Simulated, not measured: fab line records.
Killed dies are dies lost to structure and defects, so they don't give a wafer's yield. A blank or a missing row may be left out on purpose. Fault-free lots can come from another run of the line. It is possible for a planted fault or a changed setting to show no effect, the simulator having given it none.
Which tool was responsible? + flow gf180mcu + 14 lots with 42 wafers sampled at 4 steps, on a route of 602 steps

## WHAT THE GAUGES READ, wafer by wafer
GF_VT_IMPLANT_OVL_MEAS_18.
| lot  | measured     | on         | VT_IMPLANT_01_OVL (nm) |
|------|--------------|------------|------------------------|
| L398 | day 6 04:07  | overlay-02 | 1.5 1.7 1.2            |
| L399 | day 6 08:11  | overlay-01 | 1.5 2.6 2.2            |
| L403 | day 7 17:32  | overlay-02 | 0.6 1.0 -0.3           |
| L410 | day 9 09:49  | overlay-01 | 1.0 2.9 1.1            |
| L411 | day 9 16:28  | overlay-01 | 1.5 3.2 3.3            |
| L412 | day 10 00:27 | overlay-01 | 2.9 3.0 2.0            |
| L413 | day 10 04:19 | overlay-01 | 1.9 1.1 1.4            |
| L414 | day 10 11:13 | overlay-02 | 2.6 1.9 1.8            |
| L416 | day 10 23:15 | overlay-01 | 0.0 -0.7 -0.3          |
| L417 | day 11 07:10 | overlay-01 | 0.7 0.8 1.0            |
| L418 | day 11 13:34 | overlay-01 | 2.5 0.9 2.8            |
| L419 | day 11 20:40 | overlay-01 | 2.4 1.9 3.0            |
| L420 | day 12 01:10 | overlay-02 | -0.5 0.5 -0.2          |
| L421 | day 12 09:52 | overlay-01 | 0.3 -0.3 1.9           |

GF_POLY_GATE_OVL_MEAS_11.
| lot  | measured     | on         | POLY_GATE_OVL (nm) |
|------|--------------|------------|--------------------|
| L398 | day 9 02:09  | overlay-01 | 0 1 5              |
| L399 | day 9 07:51  | overlay-01 | 1 6 1              |
| L403 | day 10 21:33 | overlay-02 | -6 1 0             |
| L412 | day 13 11:37 | overlay-02 | 1 0 8              |
| L413 | day 13 14:25 | overlay-02 | 0 -3 -3            |
| L414 | day 13 22:17 | overlay-01 | 2 6 8              |
| L416 | day 14 11:29 | overlay-02 | 2 -3 -1            |
| L417 | day 14 20:44 | overlay-01 | 7 4 3              |
| L418 | day 15 02:26 | overlay-02 | -3 -13 -2          |
| L419 | day 15 15:56 | overlay-01 | 11 5 6             |
| L420 | day 15 18:26 | overlay-01 | 4 7 4              |
| L421 | day 16 01:00 | overlay-02 | 3 9 3              |

## WHICH TOOL RAN EACH LOT (tool, then ch and the chambers of the sampled wafers, then the start)
| lot  | GF_DNWELL_STRIP_08                  | GF_VT_IMPLANT_DEVELOP_39          |
|------|-------------------------------------|-----------------------------------|
| L398 | plasma_asher-04 ch 0, day 2 19:49   | litho_track-03 ch 0, day 7 11:13  |
| L399 | plasma_asher-04 ch 0,1, day 2 23:49 | litho_track-01 ch 0, day 7 15:28  |
| L403 | plasma_asher-04 ch 0,1, day 4 02:37 | litho_track-01 ch 0, day 9 03:23  |
| L410 | plasma_asher-01 ch 0,1, day 5 10:02 | litho_track-04, day 10 20:48      |
| L411 | plasma_asher-03 ch 0,1, day 5 14:06 | litho_track-01, day 11 04:29      |
| L412 | plasma_asher-04 ch 0,1, day 5 22:07 | litho_track-04 ch 0, day 11 13:42 |
| L413 | plasma_asher-01 ch 0,1, day 6 02:17 | litho_track-01 ch 0, day 11 17:01 |
| L414 | plasma_asher-04 ch 0,1, day 6 06:38 | litho_track-01 ch 0, day 11 23:26 |
| L416 | plasma_asher-03 ch 0,1, day 6 17:30 | litho_track-04 ch 0, day 12 12:51 |
| L417 | plasma_asher-03 ch 0,1, day 7 00:01 | litho_track-01 ch 0, day 12 21:22 |
| L418 | plasma_asher-04 ch 0,1, day 7 04:37 | litho_track-03 ch 0, day 13 03:44 |
| L419 | plasma_asher-01 ch 0, day 7 11:37   | litho_track-01 ch 0, day 13 12:08 |
| L420 | plasma_asher-03 ch 0,1, day 7 15:19 | litho_track-04 ch 0, day 13 17:44 |
| L421 | plasma_asher-01 ch 0,1, day 7 22:11 | litho_track-04 ch 0, day 14 01:24 |
- GF_DNWELL_STRIP_08: strips in O2/N2.
- GF_VT_IMPLANT_DEVELOP_39: develop time 60 s.

## WHAT THE TOOLS THEMSELVES READ (means of the sampled wafers that have a number; where no wafer has one, the mark that the record gives instead)
GF_DNWELL_STRIP_08.
| lot  | tool            | drypump_motor_current_A (A) | heater_power_w (W) | oes_product_au (a.u.) | strip_time_to_endpoint_s (s) |
|------|-----------------|-----------------------------|--------------------|-----------------------|------------------------------|
| L398 | plasma_asher-04 | 5.3                         | 316                | 0.719                 | 36.95                        |
| L399 | plasma_asher-04 | 5.7                         | 311                | 0.719                 | 37.00                        |
| L403 | plasma_asher-04 | 6.0                         | 289                | 0.728                 | 36.86                        |
| L410 | plasma_asher-01 | 5.4                         | 325                | 0.722                 | 36.89                        |
| L411 | plasma_asher-03 | 6.0                         | 331                | 0.724                 | 36.96                        |
| L412 | plasma_asher-04 | 6.0                         | 300                | 0.722                 | 36.82                        |
| L413 | plasma_asher-01 | 5.3                         | 360                | 0.723                 | 36.85                        |
| L414 | plasma_asher-04 | 6.0                         | 298                | 0.726                 | 36.80                        |
| L416 | plasma_asher-03 | 6.0                         | 327                | 0.724                 | 36.96                        |
| L417 | plasma_asher-03 | 6.0                         | 327                | 0.723                 | 36.96                        |
| L418 | plasma_asher-04 | 5.7                         | 306                | 0.723                 | 37.04                        |
| L419 | plasma_asher-01 | 5.6                         | 300                | 0.723                 | 36.94                        |
| L420 | plasma_asher-03 | 6.0                         | 326                | 0.723                 | 36.99                        |
| L421 | plasma_asher-01 | 5.3                         | 352                | 0.724                 | 36.88                        |

GF_VT_IMPLANT_DEVELOP_39.
| lot  | tool           | chill_plate_temp_C (C) |
|------|----------------|------------------------|
| L398 | litho_track-03 | 22.82                  |
| L399 | litho_track-01 | 23.03                  |
| L403 | litho_track-01 | 23.11                  |
| L410 | litho_track-04 | -                      |
| L411 | litho_track-01 | -                      |
| L412 | litho_track-04 | 22.88                  |
| L413 | litho_track-01 | 22.88                  |
| L414 | litho_track-01 | 23.15                  |
| L416 | litho_track-04 | 22.94                  |
| L417 | litho_track-01 | 23.11                  |
| L418 | litho_track-03 | 22.92                  |
| L419 | litho_track-01 | 23.12                  |
| L420 | litho_track-04 | 22.96                  |
| L421 | litho_track-04 | 23.03                  |

## THE ANSWER, worked out from the rows above alone
Rule: the lots themselves supply what counts as usual. The widest of any qualifying gaps counts: lots, ordered by their means at a reading, are off when they make up no more than a third of the lots, leave a main group of 4 or more, and stand apart from it by 3 or more times the standard deviation of that group's means. A main group whose means are all the same, to the digits that the tables above print for the reading, isn't used. A lot without any number at a reading at which 4 lots or more have one is off too. All remaining lots with rows at the step are treated as sound. After the gauges, taken in route order, come the tools' own readings; for these a lot's mean is taken, as printed above. At the first step where some lot is off, the reading lying furthest off is the one used; lots without a number count as furthest.
Off, at GF_VT_IMPLANT_DEVELOP_39 on chill_plate_temp_C: L410, L411. Without a number there: L410, L411. For the main group the mean is 23.00 C and the standard deviation 0.11.
If a tool, at that step or one of the process steps before it, ran each lot that is off and ran no sound lot following the first of them, it fits. Not one of the candidates tried fits.

## WHAT WAS PUT IN BY THE SIMULATOR
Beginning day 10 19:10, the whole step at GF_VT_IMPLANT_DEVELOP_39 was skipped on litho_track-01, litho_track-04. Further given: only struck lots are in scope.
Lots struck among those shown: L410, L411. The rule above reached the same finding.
